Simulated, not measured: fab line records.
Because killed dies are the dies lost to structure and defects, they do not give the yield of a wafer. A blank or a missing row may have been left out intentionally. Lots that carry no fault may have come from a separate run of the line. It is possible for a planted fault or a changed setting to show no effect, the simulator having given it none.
Struck lot and sound lot, side by side || flow sky130 || 35 steps out of a route of 708
Sound: wafers L195.1, L195.2, L195.5. Wafers L192.2, L192.3, L192.6 were the ones struck. The cause is named last.
Order at every step that has rows: each side's tool, ch and its chambers, its first start. Under that, the readings that differ: sound wafers || struck wafers || difference of the means || sigmas: that difference in standard deviations of wafers without a fault.
alike: words and numbers the same on both sides, and readings whose means are apart by under 2 such deviations; not compared: readings that were withheld, readings missing a value for some wafer, numbers with overlapping values and no deviation given by the record, and bounds like >300 which may hide the same value.
Wherever a step has rows on one side only, a row that says differs or no value, or a row with sigmas, the two part there. Non-overlapping numbers with no deviation appear without sigmas and do not part them. A reading missing from all wafers of one side parts the sides only when that side holds two or more wafers.

first, 5 steps without rows for these wafers: SKY_METAL5_SOFTBAKE_10 (time 60 s); SKY_METAL5_EXPOSE_11 (exposes mask MM5, target cd 1600 nm); SKY_METAL5_PEB_12; SKY_METAL5_DEVELOP_13 (develop time 60 s); SKY_METAL5_DESCUM_14 (chemistry O2, time 11 s).
SKY_METAL5_METAL_ETCH_15: etches the open film in Cl2/BCl3, stops on SiO2, target depth 1260 nm, time 252 s.
  sound on rie_metal-03 ch 0,1, day 49 11:13; struck on rie_metal-02 ch 0,1, day 49 06:09
  alike: bcl3_flow_sccm, drypump_motor_current_A, mfc_cl2_sccm, oes_product_au, throttle_valve_pct
  not compared: rf_hours_counter_h
SKY_METAL5_STRIP_16: strips in O2/N2.
  sound on plasma_asher-02 ch 0,1, day 49 11:28; struck on plasma_asher-02 ch 0,1, day 49 06:23
  alike: drypump_motor_current_A, oes_product_au, strip_time_to_endpoint_s
  not compared: rf_hours_counter_h
then, 3 steps without rows for these wafers: SKY_METAL5_STRIP_17 (strips in post etch residue remover, time 1200 s); SKY_METAL5_CLEAN_18 (cleans in IPA, time 180 s); SKY_METAL5_CLEAN_19 (cleans in O3/DIW).
SKY_PASSIVATION_CVD_00: deposits SiO2, target thk 90 nm.
  sound on pecvd-01 ch 0,1,2, day 49 12:03; struck on pecvd-03 ch 2, day 49 06:59
  alike: heater_power_w
SKY_PASSIVATION_THK_MEAS_01:
  sound on film_metro-01, day 49 12:04; struck on film_metro-01, day 49 07:01
  alike: PASSIVATION_CVD_00_THK
SKY_PASSIVATION_CVD_02: deposits Si3N4, target thk 540 nm.
  sound on pecvd-03 ch 0,1, day 49 12:08; struck on pecvd-02 ch 0,2, day 49 07:04
{"reading": "model.Si3N4_of_PASSIVATION_CVD_02.thk_nm (nm)", "sound": "539.3 534.9 544.2", "struck": "625.5 617.6 626.2", "difference": "+83.6", "sigmas": ""}
  alike: heater_power_w
SKY_PASSIVATION_THK_MEAS_03:
  sound on film_metro-01, day 49 12:22; struck on film_metro-02, day 49 07:19
{"reading": "PASSIVATION_CVD_02_THK (nm)", "sound": "539 535 544", "struck": "625 618 626", "difference": "+84", "sigmas": "+12"}
then, 7 steps without rows for these wafers: SKY_PASSIVATION_DEHYDRATE_04 (time 60 s); SKY_PASSIVATION_HMDS_05 (prime time 60 s); SKY_PASSIVATION_COAT_06 (resist thk 3000 nm); SKY_PASSIVATION_SOFTBAKE_07; SKY_PASSIVATION_EXPOSE_08 (exposes mask NSM, target cd 3000 nm); SKY_PASSIVATION_PEB_09; SKY_PASSIVATION_DEVELOP_10 (develop time 60 s).
SKY_PASSIVATION_ETCH_11: etches the open film in CF4/O2, stops on AlCu, target depth 725 nm, time 161.1 s.
  sound on rie_diel-01 ch 2,3, day 50 04:30; struck on rie_diel-04 ch 0,1,3, day 50 00:17
  alike: drypump_motor_current_A, oes_product_au, throttle_valve_pct
  not compared: rf_hours_counter_h, model.etch.depth_nm, model.PASSIVATION.feature_depth_nm
SKY_PASSIVATION_STRIP_12: strips in O2/N2.
  sound on plasma_asher-02 ch 0,1, day 50 04:37; struck on plasma_asher-02 ch 1, day 50 00:23
  alike: drypump_motor_current_A, oes_product_au, strip_time_to_endpoint_s
  not compared: rf_hours_counter_h
then, 7 steps without rows for these wafers: SKY_PAD_OPEN_DEHYDRATE_00 (time 60 s); SKY_PAD_OPEN_HMDS_01 (prime time 60 s); SKY_PAD_OPEN_COAT_02 (resist thk 3000 nm); SKY_PAD_OPEN_SOFTBAKE_03; SKY_PAD_OPEN_EXPOSE_04 (exposes mask PDM, target cd 60000 nm); SKY_PAD_OPEN_PEB_05; SKY_PAD_OPEN_DEVELOP_06 (develop time 60 s).
SKY_PAD_OPEN_ETCH_07: etches the open film in CF4/O2, stops on AlCu, target depth 725 nm, time 161.1 s.
  sound on rie_diel-02 ch 2,3, day 50 20:35; struck on rie_diel-02 ch 1,3, day 50 15:22
{"reading": "model.PAD_OPEN.feature_depth_nm (nm)", "sound": "702.7 698.8 709.5", "struck": "711.3 710 714", "difference": "+8.1", "sigmas": ""}
{"reading": "model.etch.depth_nm (nm)", "sound": "702.7 698.8 709.5", "struck": "711.3 710 714", "difference": "+8.1", "sigmas": ""}
  alike: drypump_motor_current_A, oes_product_au, throttle_valve_pct
  not compared: rf_hours_counter_h
SKY_PAD_OPEN_STRIP_08: strips in O2/N2.
  sound on plasma_asher-03 ch 0,1, day 50 20:41; struck on plasma_asher-03 ch 0,1, day 50 15:29
  alike: drypump_motor_current_A, oes_product_au, strip_time_to_endpoint_s
  not compared: rf_hours_counter_h
SKY_PAD_OPEN_STRIP_09: strips in post etch residue remover, time 1200 s.
  sound on wet_bench-01 ch 1, day 50 20:47; struck on wet_bench-04 ch 2, day 50 15:35
{"reading": "model.Si3N4_of_PASSIVATION_CVD_02.thk_nm (nm)", "sound": "539 534.6 543.8", "struck": "625.1 617.3 625.9", "difference": "+83.6", "sigmas": ""}
then, 1 step without rows for these wafers: SKY_PAD_OPEN_CLEAN_10 (cleans in IPA, time 180 s).
SKY_PAD_OPEN_PROBE_99:
  rows exist in the record for the struck wafers here (prober-02, day 50 17:50), but not for the sound ones

WHERE THEY PART
First at SKY_PASSIVATION_THK_MEAS_03; last, within this record, at SKY_PAD_OPEN_PROBE_99.

WHY: the cause the simulator had injected
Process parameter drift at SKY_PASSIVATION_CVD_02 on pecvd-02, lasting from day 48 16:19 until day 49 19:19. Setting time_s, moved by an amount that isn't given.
